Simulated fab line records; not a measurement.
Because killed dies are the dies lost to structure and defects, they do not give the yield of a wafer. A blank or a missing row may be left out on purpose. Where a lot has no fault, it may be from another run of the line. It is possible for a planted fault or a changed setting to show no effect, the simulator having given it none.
Which of the tools did it? + flow gf180mcu + 13 lots (39 wafers sampled), 1 step of a 602-step route

## WHAT THE GAUGES SHOWED, per wafer
GF_V5_THK_MEAS_01. Usual: V5_CVD_00_THK 308 nm, standard deviation 3.1.
| lot  | measured     | on            | V5_CVD_00_THK (nm) | flag |
|------|--------------|---------------|--------------------|------|
| L679 | day 25 22:59 | film_metro-03 | 307 306 303        |      |
| L682 | day 27 03:35 | film_metro-03 | 307 309 309        |      |
| L683 | day 27 08:19 | film_metro-02 | 305 313 312        |      |
| L687 | day 29 00:28 | film_metro-04 | 308 309 308        |      |
| L691 | day 30 08:52 | film_metro-04 | 314 315 309        |      |
| L693 | day 30 12:13 | film_metro-04 | 304 307 304        |      |
| L692 | day 30 15:29 | film_metro-04 | 312 307 302        |      |
| L694 | day 31 03:10 | film_metro-02 | 312 314 310        |      |
| L696 | day 31 15:17 | film_metro-02 | 306 308 303        |      |
| L697 | day 31 15:35 | film_metro-02 | 309 306 313        |      |
| L698 | day 31 21:19 | film_metro-02 | 309 307 305        |      |
| L699 | day 32 01:28 | film_metro-02 | 311 306 306        |      |
| L700 | day 32 06:57 | film_metro-02 | 310 311 312        |      |

## WHAT TOOL EACH LOT RAN ON (gives the tool, then ch and the chambers of the sampled wafers, and finally the start)
No process step before these readings appears in the record.

## AS READ BY THE TOOLS THEMSELVES (means over the sampled wafers that have a number; for cases with no such wafer, the mark the record gives instead)
The record holds no such reading with a usual standard deviation.

## THE ANSWER, worked out from the rows above alone
Rule: take the mean of a lot's wafers that have a number; if it is more than 3 standard deviations from the usual mean, the lot is off. A lot without any number at a reading at which 4 lots or more have one is off too. All remaining lots with rows at the step are treated as sound. After the gauges, taken in route order, come the tools' own readings; for these a lot's mean is taken, as printed above. At the first step where some lot is off, the reading lying furthest off is the one used; lots without a number count as furthest.
None of the lots is off at any reading shown; this tells nothing.

## WHAT THE SIMULATOR HAD PUT IN
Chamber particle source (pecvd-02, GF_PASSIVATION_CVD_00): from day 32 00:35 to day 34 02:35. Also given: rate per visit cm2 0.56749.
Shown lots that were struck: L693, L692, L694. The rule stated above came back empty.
